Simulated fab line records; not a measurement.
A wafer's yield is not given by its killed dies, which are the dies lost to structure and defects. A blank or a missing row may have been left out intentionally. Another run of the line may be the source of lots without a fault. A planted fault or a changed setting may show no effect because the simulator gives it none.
Problem report, 8D (eight disciplines) form, completed by code || flow gf180mcu || the parts of the form that need people (team, actions taken, sign-off) are left out

1. THE PROBLEM
Wafers without a fault read 3001 sccm, standard deviation 8.9; o2-flow-sccm at GF_PSD_STRIP_10 reads a mean of 3604 sccm on 6 wafers belonging to 2 lots. That puts it +68 standard deviations away from the usual mean.
The step: strips in O2/N2.
Seen first at day 19 01:59 on plasma-asher-01, wafer L727.3. The record has a number at this step for 39 wafers belonging to 13 lots. Rule for "out" (also "out of limits"): further than 4 standard deviations from the usual mean. All remaining wafers that have a number are taken as sound.

2. WHAT IT IS; WHAT IT IS NOT
{"question": "which readings at this step", "is": "o2-flow-sccm, strip-time-to-endpoint-s", "is not": "drypump-motor-current-A, heater-power-w, oes-product-au"}
{"question": "which lots", "is": "L727, L729", "is not": "L714, L716, L717, L719, L721, L724, L731, L732, L733, L735, L737"}
{"question": "which wafers of those lots", "is": "all that have a number", "is not": "-"}
{"question": "read on which tools", "is": "plasma-asher-01", "is not": "plasma-asher-02, plasma-asher-04"}
{"question": "when", "is": "from day 19 01:59", "is not": "up to then (18 sound wafers); but 15 sound wafers of L731, L732, L733, L735, L737 came after"}

3. THE SUSPECTS, EACH WITH WHAT RULES IT OUT
Counting: a tool at a process step up to the reading stays a suspect if it ran every lot that is out and no sound lot after the first of them.
- plasma-asher-02 at GF_NSD_STRIP_11 (strips in O2/N2): ruled out as a lasting fault. Following L727 (day 18 01:37), the first lot on it that is out, the sound lots L737 were run on it.
- plasma-asher-01 at GF_PSD_STRIP_10 (strips in O2/N2): kept. It ran every lot that is out, first L727 (day 19 01:59), and no sound lot after that; its last sound lot up to then is L724 (day 17 22:37). Out on those wafers are its own readings of o2-flow-sccm, strip-time-to-endpoint-s.
The count leaves plasma-asher-01 at GF_PSD_STRIP_10.

4. THE CAUSE (what the simulator had put in)
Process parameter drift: plasma-asher-01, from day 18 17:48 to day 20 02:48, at GF_PSD_STRIP_10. The setting o2-flow-sccm was moved by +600, starting from 3000. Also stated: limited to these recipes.
This tool alone remained once counting was done.

5. THE EFFECT CHAIN, in route order
Each row: a reading where the mean over the struck wafers with a number is more than 3 standard deviations away from the usual. Only readings for which the record gives a usual standard deviation are gone through. hours: the time from each lot's start at the first step in this table that gives one to its start at this step, as a median over the lots. sigmas: the change in usual standard deviations.
{"hours": 0, "step": "GF_PSD_STRIP_10", "reading": "o2-flow-sccm", "usual": "3001 sccm", "on struck wafers": 3604, "change": "+604", "sigmas": "+68"}
{"hours": 0, "step": "GF_PSD_STRIP_10", "reading": "strip-time-to-endpoint-s", "usual": "16.540 s", "on struck wafers": 16.369, "change": -0.171, "sigmas": -5.9}
Here are the process steps it includes:
- GF_PSD_STRIP_10: strips in O2/N2.
At these later measuring or inspecting steps, every struck wafer for which the step has a row has a number for every such reading, and none has moved that far: GF_SAB_CD_MEAS_09.

6. HOW IT WOULD HAVE BEEN CAUGHT EARLIER
The fault began at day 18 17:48; the first out-of-limits reading in this record came at day 19 01:59, 8 hours later.
